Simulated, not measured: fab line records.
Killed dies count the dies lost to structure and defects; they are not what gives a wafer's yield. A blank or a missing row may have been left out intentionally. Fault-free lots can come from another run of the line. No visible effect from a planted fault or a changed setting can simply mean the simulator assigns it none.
Problem report in the 8D (eight disciplines) form, filled by code    flow sky130    the parts of the form that need people (team, actions taken, sign-off) are left out

1. WHAT IS WRONG
Across 6 wafers from 2 lots, NWELL_2_TW at SKY_NWELL_TW_MEAS_26 averages 553, while fault-free wafers read 495 with a standard deviation of 3.5. That is +16 standard deviations from the usual mean.
Seen first at day 10 05:20 on film_metro-03, wafer L423.4. At this step, 36 wafers from 12 lots have a number in the record. The rule behind "out" and "out of limits": a value lying over 4 standard deviations away from the usual mean. All remaining wafers that have a number are taken as sound.

2. WHAT IT IS, AND WHAT IT ISN'T
question                     is                            is not
which readings at this step  NWELL_2_TW                    -
which lots                   L423, L424                    L404, L406, L407, L409, L411, L412, L413, L425, L426, L427
which wafers of those lots   all that have a number        -
read on which gauges         film_metro-02, film_metro-03  film_metro-01
when                         from day 10 05:20             up to then (21 sound wafers); but 9 sound wafers of L425, L426, L427 came after

3. WHAT RULES OUT EACH SUSPECT
Counting: any tool at a process step up to the reading is kept as a suspect provided that every lot that is out went through it and no sound lot did after the first of them.
- the gauge at SKY_NWELL_TW_MEAS_26: ruled out. Those wafers that are out were read across 2 gauges (film_metro-02, film_metro-03).
- implanter-03 at SKY_NWELL_IMPLANT_24: kept. It processed each lot that is out, first L423 at day 10 05:08, and no sound lot thereafter; up to then, the last sound lot it processed was L413 at day 7 18:52. On those wafers its own readings are out: dose_ions_cm2, faraday_current_uA.
Left after counting: implanter-03 at SKY_NWELL_IMPLANT_24.

4. THE CAUSE (what the simulator had put in)
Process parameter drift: implanter-03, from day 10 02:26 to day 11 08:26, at SKY_NWELL_IMPLANT_24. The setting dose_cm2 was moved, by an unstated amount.
After counting, this tool was the only one left.

5. THE CHAIN OF EFFECTS, in route order
One row per reading whose mean, taken over the struck wafers that have a number, lies over 3 standard deviations from the usual. Only readings whose record carries a usual standard deviation are examined. hours: median over the lots of the time between each lot's start at the first step of this table that gives one and its start at this step. sigmas: the change, counted in usual standard deviations.
hours  step                  reading             usual      on struck wafers  change      sigmas
0      SKY_NWELL_IMPLANT_24  dose_ions_cm2       9.201e+12  1.331e+13         +4.112e+12  +99 or more
0      SKY_NWELL_IMPLANT_24  faraday_current_uA  51.9       74.8              +22.9       +23
0      SKY_NWELL_TW_MEAS_26  NWELL_2_TW          495        553               +58         +16
It contains these process steps:
- SKY_NWELL_IMPLANT_24
Later measuring or inspecting steps at which every struck wafer that the step has a row for has a number for every such reading, and none has moved that far: SKY_VT_ADJUST_LVTN_OVL_MEAS_18, SKY_VT_ADJUST_PCH_OVL_MEAS_07.

6. HOW IT WOULD HAVE BEEN CAUGHT EARLIER
Counted from the fault's start at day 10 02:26, it took 3 hours until the first out-of-limits reading at a measuring or inspecting step in this record, taken at day 10 05:20.
Tool's own readings at SKY_NWELL_IMPLANT_24, dose_ions_cm2, faraday_current_uA: out on all struck wafers the step has rows for; an alarm limit on them would have tripped on the first.
Among the 2 lots that are out, L424 began SKY_NWELL_IMPLANT_24 on implanter-03 after day 10 05:20. Holding the tool at that time would have saved it.
